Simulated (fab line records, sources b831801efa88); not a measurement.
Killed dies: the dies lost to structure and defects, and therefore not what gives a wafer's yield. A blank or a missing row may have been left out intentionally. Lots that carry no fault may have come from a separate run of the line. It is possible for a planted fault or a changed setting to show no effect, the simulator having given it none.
fab line records    flow gf180mcu
record: lots: 6  wafers: 18  lastDay: 33
route steps=602 shown STI@25 DNWELL@32
lots with no fault: from the same line, run without faults
startH: hours from the record's first day to the start of the lot's first wafer shown    waitH: how many hours have passed since the lot's step before this one    " same as the row above    L1.1+2: a single row standing in for several wafers    - value missing, or start not given    * or withheld: withheld    < > ~ a bound
route shown NAME@n: names a module that has steps shown in the file, with the first one's number in the route    usual: mean/standard deviation of fault-free wafers    same: alike in all rows    chamber/n: place in a boat    sites: per-site readings    _std_site: the values' standard deviation    _edge_site: the outer-site mean with the inner-site mean subtracted    radiusMm: for every site, how far away it sits from the centre of the wafer    mask NAME#n: copy n    behind: tool/chamber where the wafer was last shaped    hold: why the lot was held/for how many hours/how that ended    device: the transistor (n, p or np) that didn't switch    end of line: the route-end tests of the same wafers    for a step that has no rows: nothing shown but its recipe    killed: the dies lost at the first sort to structure and to defects; this is not the yield of the wafer    map: shows each die of a wafer: x if killed, . if not, _ if none is there
set.NAME: the setting that was run; set.NAME@STEP: the one run at that earlier step    model.NAME: the simulator's own value behind a step, which no gauge read
lots seen at some steps along the route; tables by step, rows by wafer
services: when a tool's chamber went out of use (startH, in hours from the record's first day, below 0 if earlier), for how many hours, and the reason
== steps ==
step: GF_STI_THK_MEAS_24
recipe: reads: SiO2_of_STI_CVD_23
usual: STI_CVD_23_THK: 652/7.8
lot.wafer  tool          chamber  startH  waitH  STI_CVD_23_THK[nm]
L499.1     filmMetro-02  -        68.98   0.0    658
L499.3     "             -        "       "      642
L499.5     "             -        "       "      646
L500.4     filmMetro-04  -        73.03   0.0    660
L500.5     "             -        "       "      649
L500.6     "             -        "       "      653
L501.2     filmMetro-04  -        80.46   0.0    651
L501.3     "             -        "       "      648
L501.4     "             -        "       "      647
L510.1     filmMetro-02  -        126.22  0.0    660
L510.4     "             -        "       "      643
L510.6     "             -        "       "      660
L512.1     filmMetro-02  -        135.62  0.1    662
L512.2     "             -        "       "      650
L512.3     "             -        "       "      647
L513.2     filmMetro-04  -        142.40  0.0    667
L513.5     "             -        "       "      639
L513.6     "             -        "       "      663
step: GF_STI_CMP_25
recipe: stopOn: Si3N4  tOverpolishS: 33  downForcePsi: 4  platenRpm: 60  targetThkNm: 524.6  padVelocityMS: 0.94248
usual: motorCurrentA: 11.6/1  overpolishRunS: 33.000/0.0096  slurryFlowMlMin: 150.0/0.49  timeToEndpointS: 127/7.8
lot.wafer  tool    chamber  startH  waitH  motorCurrentA  overpolishRunS  slurryFlowMlMin  timeToEndpointS
L499.3     cmp-02  1        69.04   0.0    11.8           32.986          150.1            117
L499.1     "       3        "       "      11.9           32.993          150.3            130
L499.5     "       2        "       "      9.9            32.993          149.0            126
L500.4     cmp-01  3        73.11   0.1    11.1           32.983          149.8            120
L500.5     "       2        "       "      12.1           33.008          149.9            127
L500.6     "       3        "       "      11.3           32.979          149.6            120
L501.2     cmp-01  3        80.51   0.0    11.4           32.988          150.1            121
L501.3     "       0        "       "      12.2           33.004          149.5            112
L501.4     "       1        "       "      12.4           33.004          149.0            127
L510.1     cmp-02  0        126.28  0.1    11.0           33.023          150.5            136
L510.4     "       3        "       "      12.5           32.997          149.5            126
L510.6     "       1        "       "      12.3           32.998          149.8            126
L512.2     cmp-02  2        135.68  0.0    9.4            32.992          150.5            131
L512.1     "       3        "       "      11.3           32.991          150.0            131
L512.3     "       0        "       "      10.9           33.022          150.2            136
L513.2     cmp-02  2        142.61  0.2    9.7            32.990          150.5            129
L513.5     "       3        "       "      11.4           32.994          149.7            129
L513.6     "       0        "       "      11.5           32.985          150.1            139
step: GF_STI_WET_ETCH_26
recipe: chemistry: dHF  targetDepthNm: 94  target: SiO2  tempC: 25  dilution: 10:1  timeS: 188
step: GF_STI_WET_ETCH_27
recipe: chemistry: H3PO4  targetDepthNm: 160  target: Si3N4  tempC: 160  timeS: 1825
step: GF_STI_WET_ETCH_28
recipe: chemistry: dHF  targetDepthNm: 20  dry: ipaMarangoni  target: SiO2  tempC: 25  dilution: 10:1  timeS: 40
step: GF_STI_OXIDATION_29
recipe: tempC: 900  ambient: O2  stabiliseS: 600  purgeS: 300  targetThkA: 100  oxTimeS: 1418
step: GF_STI_THK_MEAS_30
recipe: reads: SiO2_of_STI_OXIDATION_29
usual: STI_OXIDATION_02_THK: 10.02/0.22
lot.wafer  tool          chamber  startH  waitH  STI_OXIDATION_02_THK[nm]
L499.1     filmMetro-02  -        71.37   0.0    10.09
L499.3     "             -        "       "      9.96
L499.5     "             -        "       "      9.98
L500.4     filmMetro-03  -        75.60   0.0    10.16
L500.5     "             -        "       "      10.04
L500.6     "             -        "       "      10.18
L501.2     filmMetro-02  -        83.11   0.0    10.20
L501.3     "             -        "       "      10.05
L501.4     "             -        "       "      10.24
L510.1     filmMetro-03  -        128.86  0.0    10.17
L510.4     "             -        "       "      10.02
L510.6     "             -        "       "      10.11
L512.1     filmMetro-02  -        139.79  0.0    9.98
L512.2     "             -        "       "      9.71
L512.3     "             -        "       "      9.91
L513.2     filmMetro-04  -        144.77  0.0    9.65
L513.5     "             -        "       "      9.66
L513.6     "             -        "       "      9.69
step: GF_DNWELL_DEHYDRATE_00
recipe: tempC: 200  timeS: 60
step: GF_DNWELL_HMDS_01
recipe: primeTimeS: 60  primeTempC: 120
step: GF_DNWELL_COAT_02
recipe: spinRpm: 2000  resistThkNm: 3000
step: GF_DNWELL_SOFTBAKE_03
recipe: tempC: 110  timeS: withheld
step: GF_DNWELL_EXPOSE_04
recipe: maskId: DNWELL  targetCdNm: 1700  na: 0.6  sourceShape: conventional  sigmaOuter: 0.6  doseMj: 260
step: GF_DNWELL_PEB_05
recipe: tempC: 115  timeS: withheld
usual: chillPlateTempC: 23.01/0.12  exhaustPa: 44.9/0.77
lot.wafer  tool           chamber  startH  waitH  chillPlateTempC  exhaustPa
L499.1     lithoTrack-03  0        84      -      23.18            44.7
L499.3     "              0        "       "      22.90            43.5
L499.5     "              0        "       "      23.04            43.4
L500.4     lithoTrack-03  -        88      -      -                -
L500.5     "              -        "       "      -                -
L500.6     "              -        "       "      -                -
L501.2     lithoTrack-03  -        96      -      -                -
L501.3     "              -        "       "      -                -
L501.4     "              -        "       "      -                -
L510.1     lithoTrack-02  0        143     -      23.08            44.6
L510.4     "              0        "       "      22.93            43.6
L510.6     "              0        "       "      23.08            45.2
L512.1     lithoTrack-02  0        154     -      23.04            45.3
L512.2     "              0        "       "      22.87            45.3
L512.3     "              0        "       "      23.09            45.1
L513.2     lithoTrack-02  0        159     -      22.96            46.1
L513.5     "              0        "       "      23.05            45.2
L513.6     "              0        "       "      22.94            45.5
step: GF_DNWELL_DEVELOP_06
recipe: wallAngleDeg: 90  developTimeS: 60  devTempC: 23
== services ==
tool    chamber  startH  hours  kind
cmp-01  -        64.00   4.0    pm
cmp-01  -        68.00   -      consumableReplace:conditioner
cmp-01  -        68.00   -      consumableReplace:pad
cmp-01  -        86.14   0.3    repair
cmp-01  -        96.30   0.5    repair
cmp-01  -        100.52  1.2    repair
cmp-01  -        119.26  28.3   repair
cmp-01  -        147.53  6.3    pm
cmp-02  -        149.27  2.7    repair
== key ==
firstSign: step: GF_DNWELL_PEB_05  reading: toolRecord  direction: missing
effect none on later readings
metAt GF_DNWELL_PEB_05
struckWafers L500.4,L500.5,L500.6,L501.2,L501.3,L501.4
sortLeftOut L500.4,L500.5,L500.6,L501.2,L501.3,L501.4
testerLeftOut L500,L501
onsetBetween 84 88
fault: kind: skippedStepWhole  tool: lithoTrack-03  chamber: -  onsetH: 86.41  steps: GF_DNWELL_PEB_05  scope: struckLotsOnly
testerLeftOut: of these lots the tester's yield and bins aren't shown, on N5 and GAA mostly nor the transistor test; their killed dies are dies lost to structure and defects alone, not to doping, threshold or leakage, so they don't give the yield
sortLeftOut: the simulated sort isn't trusted on such a fault, so these wafers' sort isn't shown, and their yield isn't known
